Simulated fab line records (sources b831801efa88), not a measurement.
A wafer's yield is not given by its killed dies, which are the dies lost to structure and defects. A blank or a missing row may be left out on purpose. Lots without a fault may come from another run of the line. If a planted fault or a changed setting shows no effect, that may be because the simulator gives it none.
Check for tools in common -- flow gf180mcu -- Lots sampled 12, wafers sampled 36

== WHY THIS WAS OPENED ==
2 of 12 lots carry a flag on the reading LVPWELL_TW at GF_LVPWELL_TW_MEAS_11. No-fault wafers: 557, standard deviation 4.5.
Rule: a lot gets a flag if all its wafers with a number sit over 4 standard deviations from that mean, or if no wafer of it has a number. The rest of the lots are taken to be sound.

lot,measured,on,"LVPWELL_TW, wafer by wafer",flag
L720,day 3 20:54,film metro-01,561 560 559,
L721,day 4 03:21,film metro-02,559 556 555,
L722,day 4 06:53,film metro-03,560 560 560,
L725,day 5 02:12,film metro-01,562 561 561,
L726,day 5 06:05,film metro-01,640 640 643,FLAGGED
L727,day 5 13:02,film metro-02,557 559 555,
L728,day 5 17:34,film metro-01,641 639 642,FLAGGED
L732,day 6 15:08,film metro-02,552 552 551,
L738,day 8 01:52,film metro-02,550 552 552,
L741,day 8 21:18,film metro-01,562 560 560,
L742,day 9 01:43,film metro-01,558 558 559,
L743,day 9 07:07,film metro-02,551 553 550,
Average over the flagged lots: 641; offset from the usual +84, equal to +19 standard deviations.

== LOT BY LOT: THE TOOL USED ==
Before the reading, the record contains 2 process steps out of a 602-step route. Every cell lists first the tool, next ch and the chambers used by the sampled wafers, and last the start.
lot,flag,GF_STI_STRIP_15,GF_LVPWELL_IMPLANT_08
L720,,"plasma asher-02 ch 0,1, day 2 01:29","implanter-03 ch 0, day 3 20:30"
L721,,"plasma asher-01 ch 0,1, day 2 06:13","implanter-04 ch 0, day 4 02:57"
L722,,"plasma asher-04 ch 0,1, day 2 11:53","implanter-03 ch 0, day 4 06:29"
L725,,"plasma asher-02 ch 0,1, day 3 03:47","implanter-02 ch 0, day 5 01:48"
L726,FLAGGED,"plasma asher-02 ch 0,1, day 3 07:52","implanter-04 ch 0, day 5 05:41"
L727,,"plasma asher-04 ch 0,1, day 3 14:20","implanter-02 ch 0, day 5 12:38"
L728,FLAGGED,"plasma asher-01 ch 0,1, day 3 19:15","implanter-04 ch 0, day 5 17:10"
L732,,"plasma asher-01 ch 0,1, day 4 14:55","implanter-02 ch 0, day 6 14:46"
L738,,"plasma asher-01 ch 0,1, day 5 22:40","implanter-04 ch 0, day 8 01:31"
L741,,"plasma asher-01 ch 0,1, day 6 13:53","implanter-02 ch 0, day 8 20:57"
L742,,"plasma asher-04 ch 0,1, day 6 19:22","implanter-04 ch 0, day 9 01:19"
L743,,"plasma asher-04 ch 0,1, day 7 00:40","implanter-04 ch 0, day 9 06:43"
What is done by these steps:
- GF_STI_STRIP_15: strips in O2/N2.
- GF_LVPWELL_IMPLANT_08
- GF_LVPWELL_TW_MEAS_11

== FLAGGED AGAINST TOTAL, ONE TOOL AT A TIME (gauges that did the reading follow at the end) ==
step,tool,lots run,flagged,share of the flagged lots,sound lots run after its first flagged lot
GF_STI_STRIP_15,plasma asher-01,5,1,some,"3 (L732,L738,L741)"
GF_STI_STRIP_15,plasma asher-02,3,1,some,0
GF_STI_STRIP_15,plasma asher-04,4,0,none,-
GF_LVPWELL_IMPLANT_08,implanter-02,4,0,none,-
GF_LVPWELL_IMPLANT_08,implanter-03,2,0,none,-
GF_LVPWELL_IMPLANT_08,implanter-04,6,2,all,"3 (L738,L742,L743)"
GF_LVPWELL_TW_MEAS_11,film metro-01,6,2,all,"2 (L741,L742)"
GF_LVPWELL_TW_MEAS_11,film metro-02,5,0,none,-
GF_LVPWELL_TW_MEAS_11,film metro-03,1,0,none,-

== WHAT THE TABLE PERMITS ==
In 2 table rows, all flagged lots were run: implanter-04 (GF_LVPWELL_IMPLANT_08), film metro-01 (GF_LVPWELL_TW_MEAS_11).
- implanter-04 at GF_LVPWELL_IMPLANT_08 ran 6 lots, 2 of them flagged. Lots that were sound ran on it after the first flagged one (L738, L742, L743); a persistent fault on the entire tool would not allow that. Its own readings lie more than 4 standard deviations out on every wafer of the flagged lots: dose ions cm2, faraday current uA.
- film metro-01 at GF_LVPWELL_TW_MEAS_11 ran 6 lots, 2 of them flagged. Lots that were sound ran on it after the first flagged one (L741, L742); a persistent fault on the entire tool would not allow that.
Not one row of the table ran every flagged lot while running no sound lot after the first.

== WHAT THE SIMULATOR HAD INSERTED ==
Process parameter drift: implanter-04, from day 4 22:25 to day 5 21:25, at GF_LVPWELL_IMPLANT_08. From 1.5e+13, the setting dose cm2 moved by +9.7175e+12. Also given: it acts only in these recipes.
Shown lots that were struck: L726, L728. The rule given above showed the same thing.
